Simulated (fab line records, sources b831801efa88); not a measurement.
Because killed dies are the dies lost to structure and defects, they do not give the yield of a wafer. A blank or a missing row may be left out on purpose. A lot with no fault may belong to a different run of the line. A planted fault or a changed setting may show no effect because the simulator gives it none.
A struck lot beside a sound one	flow sky130	17 out of 708 route steps
Sound: the wafers L266.2, L266.3, L266.4. Wafers struck: L273.1, L273.2, L273.4. The cause comes at the end.
Per side, at each step with rows, come the tool, then ch with its chambers, and then its first start. Under that, the readings that differ: sound wafers	struck wafers	difference of the means	sigmas: that difference in standard deviations of wafers without a fault.
alike: same words and numbers on both sides, and readings whose means sit less than 2 such deviations apart. not compared: any withheld reading, any reading some wafer has no value for, any bound like >300 that may hide the same value, and any number with overlapping values for which the record gives no deviation.
Wherever a step has rows on one side only, a row that says differs or no value, or a row with sigmas, the two part there. Numbers that don't overlap but have no deviation are shown without sigmas and don't part them. Lack of a reading on every wafer of one side parts them only where that side has two or more wafers.

SKY_CONTACT_BOW_MEAS_05:
  sound on filmMetro-01, day 34 11:08; struck on filmMetro-01, day 36 15:59
  alike: CONTACT_BOW
then, 8 steps without rows for these wafers: SKY_CONTACT_DEHYDRATE_06 (time 60 s); SKY_CONTACT_HMDS_07 (prime time 60 s); SKY_CONTACT_COAT_08 (resist thk 60 nm); SKY_CONTACT_COAT_09 (resist thk 450 nm); SKY_CONTACT_SOFTBAKE_10 (time 90 s); SKY_CONTACT_EXPOSE_11 (exposes mask CTM1, target cd 170 nm); SKY_CONTACT_PEB_12; SKY_CONTACT_DEVELOP_13 (develop time 60 s).
SKY_CONTACT_CD_MEAS_14: target cd 170 nm.
  sound on cdSem-02, day 35 14:28; struck on cdSem-01, day 37 19:14
  alike: cdNm
SKY_CONTACT_OVL_MEAS_15:
  sound on overlay-01, day 35 14:34; struck on overlay-01, day 37 19:21
  alike: CONTACT_OVL
SKY_CONTACT_ETCH_16: etches BARC in N2/H2, stops on SiO2, time 45.9 s, target depth 60 nm.
  sound on rieDiel-01 ch 0,2,3, day 35 14:36; struck on rieDiel-03 ch 0,2,3, day 37 19:23
  alike: biasW, chamberPressureMTorr, drypumpMotorCurrentA, oesProductAu, throttleValvePct
  not compared: rfHoursCounterH
SKY_CONTACT_ETCH_17: etches SiO2 in C4F8/O2/Ar, stops on Si3N4, target depth 340 nm.
  sound on rieDiel-01 ch 0,2,3, day 35 14:39; struck on rieDiel-03 ch 0,2,3, day 37 19:26
  no value came back on the struck wafers for biasW (W), chamberPressureMTorr (mTorr), oesProductAu (a.u.); on the sound wafers biasW (W) reads 1204 1201 1193
reading	sound	struck	difference	sigmas
model.KrF-thick_of_CONTACT_COAT_09.thkNm (nm)	326.7 326.1 328.5	391.4 393.1 392.4	+65.2	
SKY_CONTACT_ETCH_18: etches Si3N4 in CHF3/O2, stops on TiN, time 39 s, target depth 75 nm.
  sound on rieDiel-01 ch 0,2,3; struck on rieDiel-03 ch 0,2,3
reading	sound	struck	difference	sigmas
oesProductAu (a.u.)	0.847 0.845 0.855	0.372 0.376 0.376	-0.474	-66
throttleValvePct (%)	8.778 8.783 8.797	8.667 8.672 8.680	-0.113	-13
model.KrF-thick_of_CONTACT_COAT_09.thkNm (nm)	240.8 240.1 243.5	307.6 309.8 308.7	+67.2	
  alike: O2_flow_sccm, biasW, drypumpMotorCurrentA
  not compared: rfHoursCounterH
SKY_CONTACT_STRIP_19: strips in O2/N2.
  sound on plasmaAsher-01 ch 0,1, day 35 14:44; struck on plasmaAsher-03 ch 0,1, day 37 19:31
reading	sound	struck	difference	sigmas
oesProductAu (a.u.)	0.371 0.379 0.383	0.405 0.412 0.412	+0.032	+7
stripTimeToEndpointS (s)	3.59 3.60 3.60	4.30 4.33 4.31	+0.72	+20
  alike: drypumpMotorCurrentA
  not compared: rfHoursCounterH
then, 1 step without rows for these wafers: SKY_CONTACT_STRIP_20 (strips in post etch residue remover, time 1200 s).
-- the record jumps here: 13 days lie between the struck wafers' starts before and after (it left off in module CONTACT and takes up again in module PAD_OPEN, whose first step shown is number 708 of the route) --
SKY_PAD_OPEN_PROBE_99:
  sound on prober-02, day 49 04:56; struck on prober-01, day 50 14:49
reading	sound	struck	difference	sigmas
hold	- - -	awaitDispo/4.6h/scrap awaitDispo/4.6h/scrap awaitDispo/4.6h/scrap	no value on the sound wafers	
killedAtContacts	19 14 26	432 414 439	+409	+73
killedAtFrontEnd	28 20 31	6 18 9	-15	-3
killedDies	89 87 101	492 492 492	+400	+36
killedOnRim	18 20 13	96 96 96	+79	+22
  alike: killed_at_M0_to_M3, killed_at_M4_up, killedAtOther, killedOpen, killedShort

WHERE THEY PART
Last at SKY_PAD_OPEN_PROBE_99 as far as this record goes, first at SKY_CONTACT_ETCH_17.

WHY: whatever the simulator had introduced
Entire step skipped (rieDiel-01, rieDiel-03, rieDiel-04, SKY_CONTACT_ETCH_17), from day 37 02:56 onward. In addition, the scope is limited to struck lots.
